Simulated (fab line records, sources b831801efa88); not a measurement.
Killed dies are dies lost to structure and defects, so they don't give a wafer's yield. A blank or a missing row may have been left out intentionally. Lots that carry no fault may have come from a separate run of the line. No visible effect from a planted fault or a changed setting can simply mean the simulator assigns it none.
One fault through the eyes of 2 desks + flow sky130 + only its own numbers are on each desk; what lay behind them is given at the end

AT THE TOOL OWNER'S DESK: implanter-01
The tool's own readings at SKY_LDD_HVP_IMPLANT_08, given as means over the sampled wafers that have a number, one for each lot that went through this tool. The brackets show how far a lot's mean lies from the usual mean; more than 4 standard deviations puts the lot out of limits, marked OUT.
Columns: A = end-station-pressure-torr at SKY_LDD_HVP_IMPLANT_08, usual 5.07e-06 Torr
| lot  | first seen here | A        |
|------|-----------------|----------|
| L541 | day 24 09:55    | 5.11e-06 |
| L542 | day 24 11:27    | 5.14e-06 |
| L543 | day 24 21:03    | 5.07e-06 |
| L552 | day 28 09:00    | 5.14e-06 |
Result from this desk: across the 4 lots, nothing is out of limits.

THE METROLOGY DESK
What the gauges read for every lot (on any tool): the sampled wafers with a number, averaged. The brackets show how far a lot's mean lies from the usual mean; more than 4 standard deviations puts the lot out of limits, marked OUT. 7 of its 8 readings are shown, namely those furthest out on some lot.
Columns: A = LDD_HVN_OVL at SKY_LDD_HVN_OVL_MEAS_07, usual 0.8 nm; B = LDD_HVN_TW at SKY_LDD_HVN_TW_MEAS_10, usual 1439; C = LDD_HVP_OVL at SKY_LDD_HVP_OVL_MEAS_07, usual 0.1 nm; D = LDD_HVP_TW at SKY_LDD_HVP_TW_MEAS_10, usual 462; E = LDD_LDN_OVL at SKY_LDD_LDN_OVL_MEAS_07, usual 0.8 nm; F = LDD_LDN_TW at SKY_LDD_LDN_TW_MEAS_13, usual 1490; G = cd-nm at SKY_POLY_CUT_CD_MEAS_08, usual 269.8 nm
| lot  | first seen here | A    | B    | C    | D   | E    | F    | G     |
|------|-----------------|------|------|------|-----|------|------|-------|
| L534 | day 20 05:05    | 0.3  | 1465 | 0.5  | 463 | 1.0  | 1482 | 268.0 |
| L541 | day 23 03:57    | 1.8  | 1430 | -0.4 | 464 | -1.6 | 1504 | 269.1 |
| L542 | day 23 06:20    | 0.4  | 1444 | 1.0  | 456 | 2.0  | 1510 | 268.5 |
| L543 | day 23 15:50    | -2.1 | 1426 | -0.1 | 464 | 1.8  | 1498 | 271.1 |
| L551 | day 26 13:12    | 0.3  | 1443 | -2.0 | 457 | 0.3  | 1461 | 268.7 |
| L552 | day 27 03:52    | 3.0  | 1426 | 0.7  | 463 | 2.5  | 1481 | 272.7 |
| L556 | day 28 07:38    | -0.2 | 1442 | 0.3  | 466 | 0.6  | 1498 | 268.5 |
Result from this desk: across the 7 lots, nothing is out of limits.

BROUGHT TOGETHER
The tool owner's desk saw nothing out of limits.
Nothing out of limits was seen by the metrology desk.

WHAT THE SIMULATOR PUT IN
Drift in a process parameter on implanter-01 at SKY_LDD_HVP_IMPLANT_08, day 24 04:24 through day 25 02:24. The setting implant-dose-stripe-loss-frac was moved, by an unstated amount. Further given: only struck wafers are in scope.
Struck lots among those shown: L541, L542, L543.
